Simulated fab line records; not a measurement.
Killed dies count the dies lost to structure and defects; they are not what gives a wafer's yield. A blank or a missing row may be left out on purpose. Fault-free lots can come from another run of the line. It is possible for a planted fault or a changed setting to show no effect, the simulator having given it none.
Split-lot study + flow sky130 + route with 708 steps; 5 lots, 23 wafers read

ABOUT THE SPLIT
At SKY_SONOS_ONO_DEVELOP_12 (develop time 60 s), the setting developTimeS was moved away from the recipe's 60 s on 6 of the 23 wafers read, by -14.0% to -5.4%. All remaining wafers had this setting at the recipe value.

No step appears in the file between the split and the reading.

THE READING
cdNm (nm) at SKY_SONOS_ONO_CD_MEAS_13, where the cd target is 410 nm. Fault-free wafers of this fab line usually give 410.4 nm, standard deviation 2.1 nm.

| wafer  | tool, chamber at the split | developTimeS as run, s | against the recipe | cdNm, nm | against lot-mates on the recipe |
|--------|----------------------------|------------------------|--------------------|----------|---------------------------------|
| L074.2 | lithoTrack-04, 0           | 60                     | recipe             | 409.5    | -                               |
| L074.4 | lithoTrack-04, 0           | 60                     | recipe             | 408.9    | -                               |
| L074.5 | lithoTrack-04, 0           | 60                     | recipe             | 411.5    | -                               |
| L076.1 | lithoTrack-03, 0           | 56.76                  | -5.4%              | 415.5    | +6.8                            |
| L076.2 | lithoTrack-03, 0           | 60                     | recipe             | 408.6    | -                               |
| L076.4 | lithoTrack-03, 0           | 56.76                  | -5.4%              | 413.5    | +4.8                            |
| L076.5 | lithoTrack-03, 0           | 56.76                  | -5.4%              | 412.6    | +3.9                            |
| L076.6 | lithoTrack-03, 0           | 60                     | recipe             | 408.9    | -                               |
| L081.1 | lithoTrack-03, 0           | 60                     | recipe             | 414.2    | -                               |
| L081.2 | lithoTrack-03, 0           | 60                     | recipe             | 415.0    | -                               |
| L081.3 | lithoTrack-03, 0           | 60                     | recipe             | 415.5    | -                               |
| L081.5 | lithoTrack-03, 0           | 60                     | recipe             | 415.0    | -                               |
| L081.6 | lithoTrack-03, 0           | 60                     | recipe             | 411.0    | -                               |
| L083.1 | lithoTrack-01, 0           | 60                     | recipe             | 414.7    | -                               |
| L083.2 | lithoTrack-01, 0           | 60                     | recipe             | 412.4    | -                               |
| L083.3 | lithoTrack-01, 0           | 60                     | recipe             | 412.6    | -                               |
| L083.4 | lithoTrack-01, 0           | 60                     | recipe             | 413.6    | -                               |
| L083.6 | lithoTrack-01, 0           | 60                     | recipe             | 413.8    | -                               |
| L085.1 | lithoTrack-04, 0           | 60                     | recipe             | 407.8    | -                               |
| L085.2 | lithoTrack-04, 0           | 51.6                   | -14.0%             | 423.6    | +14.6                           |
| L085.4 | lithoTrack-04, 0           | 51.6                   | -14.0%             | 423.3    | +14.3                           |
| L085.5 | lithoTrack-04, 0           | 51.6                   | -14.0%             | 423.4    | +14.4                           |
| L085.6 | lithoTrack-04, 0           | 60                     | recipe             | 410.1    | -                               |

FIT RESULTS
A straight line over all 23 wafers: cdNm changes by -0.78 nm for each +1% of developTimeS; r = -0.85; the points scatter about the line by 2.5 nm.
The same after taking each lot's own level away (the mean of its wafers on the recipe; 23 wafers): -1.03 nm for each +1%; r = -0.98; scatter 1.2 nm.
On that fit, the largest move of developTimeS shifts the reading by 14 nm.
From 408.75 to 414.14 nm: that is the span of the lots' own levels, equal to 2.6 times the standard deviation above.
Hence the slope depends on the lot-to-lot level, as the two fits are not the same.
Check: with one of the wafers moved furthest among these (-14.0%) left out of the fit, the line predicts +14.2 nm for it against its lot-mates. Against them it came out at +14.6 nm.

THE OTHER SPLITS THESE WAFERS WENT THROUGH
These wafers also went through other splits before the reading. Each is held against what the fit with the lots' levels taken away leaves over:
| other split on the same wafers         | wafers away from the commonest value | r with cdNm (lot level and that fit taken away) |
|----------------------------------------|--------------------------------------|-------------------------------------------------|
| SKY_VT_ADJUST_HVTR_IMPLANT_09 doseCm2  | 10                                   | +0.10                                           |
| SKY_VT_ADJUST_PCH_IMPLANT_08 energyKev | 4                                    | -0.27                                           |

THE WHOLE CHAIN: every reading that the file lists as answering this split, in the file's order
| step                     | what it does                                                       | reading                                                         | change (the file's fit)              | r (the file's) |
|--------------------------|--------------------------------------------------------------------|-----------------------------------------------------------------|--------------------------------------|----------------|
| SKY_SONOS_ONO_CD_MEAS_13 | target cd 410 nm                                                   | cdNm                                                            | -1.02 nm for each +1% of the setting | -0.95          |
| SKY_SONOS_ONO_ETCH_15    | etches the open film in CHF3/O2, target depth 19.52 nm, time 7.8 s | SONOS_ONO.cdNm (the simulator's own value, which no gauge read) | -1.02 nm for each +1% of the setting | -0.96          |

THE FILE'S OWN FIT
cdNm changes by -1.02 nm for each +1% of developTimeS, r = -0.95.
